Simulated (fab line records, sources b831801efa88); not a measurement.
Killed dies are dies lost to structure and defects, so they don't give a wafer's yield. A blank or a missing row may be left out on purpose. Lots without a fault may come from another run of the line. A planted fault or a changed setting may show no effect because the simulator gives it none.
A struck lot beside a sound one | flow gf180mcu | 23 steps out of a route of 602
Sound: wafers L865.2, L865.3, L865.4. Struck: wafer L880.2. (L880.3, L880.4 of the same lot were not struck and are left out.) The cause comes at the end.
At each step with rows: each side's tool, then ch and its chambers, then its first start. Under that, the readings that differ: sound wafers | struck wafers | difference of the means | sigmas: that difference in standard deviations of wafers without a fault.
alike: readings whose means differ by less than 2 such deviations, and words and numbers that are the same on both sides. not compared: withheld readings, readings that some wafer has no value for, bounds like >300 that may hide the same value, and numbers for which the record gives no deviation and whose values overlap.
The two part at a step that has a row with sigmas, a row that says differs or no value, or rows on one side only. Numbers that don't overlap but have no deviation are shown without sigmas and don't part them. A reading that every wafer of one side lacks parts them only if that side has two wafers or more.

GF_V3_RS_MEAS_24: measures by four-point-probe.
  sound on film_metro-03, day 25 03:39; struck on film_metro-02, day 29 11:19
  alike: V3_W_RS
GF_V3_THK_MEAS_25: measures by xrf.
  sound on film_metro-03, day 25 03:46; struck on film_metro-02, day 29 11:25
  alike: V3_W_THK
GF_V3_CMP_26: polishes, stops on SiO2, t overpolish 15 s, target thk 0 nm.
  sound on cmp-01 ch 0,2,3, day 25 03:49; struck on cmp-02 ch 2, day 29 11:28
  alike: motor_current_A, overpolish_run_s, retaining_ring_pressure_frac, time_to_endpoint_s
GF_M4_SPUTTER_00: material Ti, target thk 37.5 nm, time 150 s.
  sound on pvd_sputter-04, day 25 04:07; struck on pvd_sputter-01, day 29 11:46
  alike: throttle_valve_pct
then, 1 step without rows for these wafers: GF_M4_SPUTTER_01 (material TiN, target thk 30 nm, time 25 s).
GF_M4_SPUTTER_02: material AlCu, target thk 450 nm, time 23.9 s.
  sound on pvd_sputter-04, day 25 04:14; struck on pvd_sputter-01, day 29 11:54
  alike: throttle_valve_pct
GF_M4_SPUTTER_03: material Ti, target thk 10 nm, time 6.7 s.
  sound on pvd_sputter-04, day 25 04:16; struck on pvd_sputter-01, day 29 11:56
  alike: throttle_valve_pct
GF_M4_SPUTTER_04: material TiN, target thk 50 nm, time 41.7 s.
  sound on pvd_sputter-04, day 25 04:17; struck on pvd_sputter-01, day 29 11:58
  alike: throttle_valve_pct
GF_M4_RS_MEAS_05: measures by four-point-probe.
  sound on film_metro-01, day 25 04:21; struck on film_metro-03, day 29 12:01
  alike: M4_ALCU_RS
GF_M4_THK_MEAS_06: measures by xrf.
  sound on film_metro-01, day 25 04:28; struck on film_metro-03, day 29 12:08
  alike: M4_ALCU_THK
then, 2 steps without rows for these wafers: GF_M4_DEHYDRATE_07 (time 60 s); GF_M4_HMDS_08 (prime time 60 s).
GF_M4_COAT_09: resist thk 1000 nm.
  sound on litho_track-02 ch 0, day 25 14:58; struck on litho_track-02 ch 0, day 29 21:04
  reading                             | sound             | struck | difference | sigmas
  model.KrF_of_M4_COAT_09.thk_nm (nm) | 996.9 997.8 995.1 | 959.6  | -37.0      |
  alike: chill_plate_temp_C
then, 4 steps without rows for these wafers: GF_M4_SOFTBAKE_10 (time 60 s); GF_M4_EXPOSE_11 (exposes mask Metal4, target cd 280 nm); GF_M4_PEB_12 (peb time 90 s); GF_M4_DEVELOP_13 (develop time 60 s).
GF_M4_CD_MEAS_14: target cd 280 nm.
  sound on cd_sem-01, day 26 01:44; struck on cd_sem-02, day 30 06:53
  alike: cd_nm
GF_M4_OVL_MEAS_15:
  sound on overlay-01, day 26 01:50; struck on overlay-01, day 30 06:59
  alike: M4_OVL
GF_M4_METAL_ETCH_16: etches the open film in Cl2/BCl3, stops on SiO2, target depth 627.5 nm, time 104.6 s.
  sound on rie_metal-02 ch 0,1, day 26 01:52; struck on rie_metal-03 ch 1, day 30 07:01
  reading                             | sound             | struck | difference | sigmas
  model.KrF_of_M4_COAT_09.thk_nm (nm) | 735.2 733.1 731.6 | 695    | -38        |
  alike: drypump_motor_current_A, oes_product_au, throttle_valve_pct
  not compared: rf_hours_counter_h
GF_M4_STRIP_17: strips in O2/N2.
  sound on plasma_asher-04 ch 0,1, day 26 01:59; struck on plasma_asher-04 ch 1, day 30 07:08
  reading                      | sound             | struck | difference | sigmas
  oes_product_au (a.u.)        | 0.555 0.557 0.557 | 0.539  | -0.017     | -4
  strip_time_to_endpoint_s (s) | 7.86 7.85 7.85    | 7.48   | -0.37      | -10
  alike: drypump_motor_current_A, heater_power_w
  not compared: rf_hours_counter_h
then, 2 steps without rows for these wafers: GF_M4_STRIP_18 (strips in post etch residue remover, time 1200 s); GF_PASSIVATION_PROBE_99.

WHERE THEY PART
Only at GF_M4_STRIP_17, within this record.

WHY: what the simulator had put in
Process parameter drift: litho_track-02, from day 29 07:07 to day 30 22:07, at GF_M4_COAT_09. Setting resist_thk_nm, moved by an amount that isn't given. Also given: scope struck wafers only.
